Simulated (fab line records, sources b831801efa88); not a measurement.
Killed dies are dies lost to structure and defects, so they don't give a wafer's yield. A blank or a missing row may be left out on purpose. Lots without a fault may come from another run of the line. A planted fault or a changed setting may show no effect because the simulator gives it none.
A struck lot beside a sound one | flow sky130 | 15 steps out of a route of 708
Sound: wafers L573.2, L573.3, L573.4. Struck: wafers L570.2, L570.4, L570.5. The cause comes at the end.
At each step with rows: each side's tool, then ch and its chambers, then its first start. Under that, the readings that differ: sound wafers | struck wafers | difference of the means | sigmas: that difference in standard deviations of wafers without a fault.
alike: readings whose means differ by less than 2 such deviations, and words and numbers that are the same on both sides. not compared: withheld readings, readings that some wafer has no value for, bounds like >300 that may hide the same value, and numbers for which the record gives no deviation and whose values overlap.
The two part at a step that has a row with sigmas, a row that says differs or no value, or rows on one side only. Numbers that don't overlap but have no deviation are shown without sigmas and don't part them. A reading that every wafer of one side lacks parts them only if that side has two wafers or more.

SKY_VIA3_OVL_MEAS_13:
  sound on overlay-02, day 45 22:02; struck on overlay-01, day 45 07:38
  alike: VIA3_OVL
SKY_VIA3_ETCH_14: etches BARC in N2/H2, stops on SiO2, time 45.9 s, target depth 60 nm.
  sound on rie_diel-03 ch 0,1,2, day 45 22:04; struck on rie_diel-03 ch 0,1,2, day 45 07:40
  alike: bias_w, drypump_motor_current_A, oes_product_au, throttle_valve_pct
  not compared: rf_hours_counter_h
SKY_VIA3_ETCH_15: etches SiO2 in C4F8/O2/Ar, stops on TiN, target depth 507 nm, time 78 s.
  sound on rie_diel-03 ch 0,1,2, day 45 22:07; struck on rie_diel-03 ch 0,1,2, day 45 07:42
  alike: bias_w, oes_product_au
  not compared: rf_hours_counter_h
SKY_VIA3_STRIP_16: strips in O2/N2.
  sound on plasma_asher-02 ch 0,1, day 45 22:10; struck on plasma_asher-04 ch 1, day 45 07:46
  alike: drypump_motor_current_A, oes_product_au, strip_time_to_endpoint_s
  not compared: rf_hours_counter_h
then, 3 steps without rows for these wafers: SKY_VIA3_STRIP_17 (strips in post etch residue remover, time 1200 s); SKY_VIA3_CLEAN_18 (cleans in IPA, time 180 s); SKY_VIA3_CLEAN_19 (cleans in O3/DIW).
SKY_VIA3_SPUTTER_20: material TiN, target thk 20 nm, time 80 s.
  sound on pvd_sputter-03, day 45 23:10; struck on pvd_sputter-01, day 45 08:43
  alike: cathode_dc_power_W, chamber_pressure_pa, throttle_valve_pct
SKY_VIA3_CVD_21: deposits W, target thk 390 nm, time 117.31 s.
  sound on cvd_w-01 ch 0,1, day 45 23:14; struck on cvd_w-02 ch 0,1, day 45 08:46
  reading            | sound       | struck        | difference | sigmas
  heater_power_w (W) | 750 757 861 | 1030 911 1035 | +203       | +2
SKY_VIA3_RS_MEAS_22: measures by four-point-probe.
  sound on film_metro-04, day 45 23:22; struck on film_metro-04, day 45 08:55
  alike: VIA3_W_RS
SKY_VIA3_THK_MEAS_23: measures by xrf.
  sound on film_metro-04, day 45 23:29; struck on film_metro-04, day 45 09:01
  alike: VIA3_W_THK
then, 1 step without rows for these wafers: SKY_VIA3_CMP_24 (polishes, stops on SiO2, t overpolish 20 s, target thk 0 nm).
SKY_METAL4_SPUTTER_00: material Ti, target thk 15 nm, time 10 s.
  sound on pvd_sputter-04, day 45 23:50; struck on pvd_sputter-03, day 45 09:22
  no value came back on the struck wafers for cathode_dc_power_W (W), chamber_pressure_pa (Pa), throttle_valve_pct (%); on the sound wafers cathode_dc_power_W (W) reads 3000.9 2999.1 3000.1
then, 1 step without rows for these wafers: SKY_METAL4_SPUTTER_01 (material TiN, target thk 20 nm, time 16.7 s).
-- the record jumps here: 5 days lie between the struck wafers' starts before and after (it left off in module METAL4 and takes up again in module PAD_OPEN, whose first step shown is number 708 of the route) --
SKY_PAD_OPEN_PROBE_99:
  sound on prober-01, day 50 21:37; struck on prober-01, day 50 10:26
  reading                       | sound             | struck            | difference | sigmas
  model.etest.via3_chain.rc_ohm | 10.27 9.634 9.293 | 10.46 10.82 10.77 | +0.95      |
  alike: defect_limited_yield, killed_at_M0_to_M3, killed_at_M4_up, killed_at_contacts, killed_at_front_end, killed_at_other, killed_dies, killed_open, killed_short, sort_bin_3_pad_short, sort_bin_5_function, sort_bin_6_memory, sort_n_pass, sort_yield_pct

WHERE THEY PART
First at SKY_VIA3_CVD_21; last, within this record, at SKY_METAL4_SPUTTER_00. Later steps at which nothing parts them and some readings are alike: SKY_PAD_OPEN_PROBE_99.

WHY: what the simulator had put in
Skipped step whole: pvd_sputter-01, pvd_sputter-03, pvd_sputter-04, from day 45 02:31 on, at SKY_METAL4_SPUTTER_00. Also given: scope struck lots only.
